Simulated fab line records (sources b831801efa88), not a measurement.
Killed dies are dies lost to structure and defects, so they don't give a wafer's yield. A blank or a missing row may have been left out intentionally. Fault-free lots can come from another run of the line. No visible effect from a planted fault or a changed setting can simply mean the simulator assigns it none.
Chamber matching / flow gf180mcu / 4 sister chambers for GF_V2_CMP_26 on cmp-01
The step polishes, stops on SiO2, t overpolish 15 s, target thk 0 nm. 4 wafers are shown with their chamber, then 7 later ones without.

## WAFERS PAIRED WITH THEIR CHAMBERS
wafer=L857.4; chamber=1; timeToEndpointS (s)=91
wafer=L861.3; chamber=0; timeToEndpointS (s)=95
wafer=L862.1; chamber=2; timeToEndpointS (s)=92
wafer=L862.2; chamber=3; timeToEndpointS (s)=82

## WAFERS WHOSE CHAMBER IS MISSING
wafer=L862.6; timeToEndpointS (s)=85
wafer=L870.2; timeToEndpointS (s)=86
wafer=L870.4; timeToEndpointS (s)=95
wafer=L870.6; timeToEndpointS (s)=90
wafer=L871.1; timeToEndpointS (s)=94
wafer=L871.2; timeToEndpointS (s)=87
wafer=L871.3; timeToEndpointS (s)=98

## CHAMBER TAKEN BY EACH
wafer=L862.6; from the rows above=can't be placed: 3 or 1 or 2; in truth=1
wafer=L870.2; from the rows above=can't be placed: 3 or 1 or 2 or 0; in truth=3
wafer=L870.4; from the rows above=can't be placed: 0 or 2 or 1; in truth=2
wafer=L870.6; from the rows above=can't be placed: 1 or 2 or 0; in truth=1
wafer=L871.1; from the rows above=can't be placed: 0 or 2 or 1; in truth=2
wafer=L871.2; from the rows above=can't be placed: 1 or 2 or 3 or 0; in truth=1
wafer=L871.3; from the rows above=can't be placed: 0 or 2 or 1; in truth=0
Correct placement for 0 of the 7. Not placeable from these rows: 7 (in 7, the candidates include the true chamber). Wrongly placed: 0.
How it was worked out, from the rows above alone: a wafer's distance from a chamber is the root of the sum, over the readings, of the square of ((its reading less the chamber's mean) divided by the reading's scatter). The wafer belongs to the nearest chamber; if the next one is less than 2 further off, it can't be placed. Each chamber's mean is taken over the wafers shown for it. The scatter: with one shown wafer a chamber, the root of the mean of the squares of how far each hidden wafer lies from its nearest shown one.
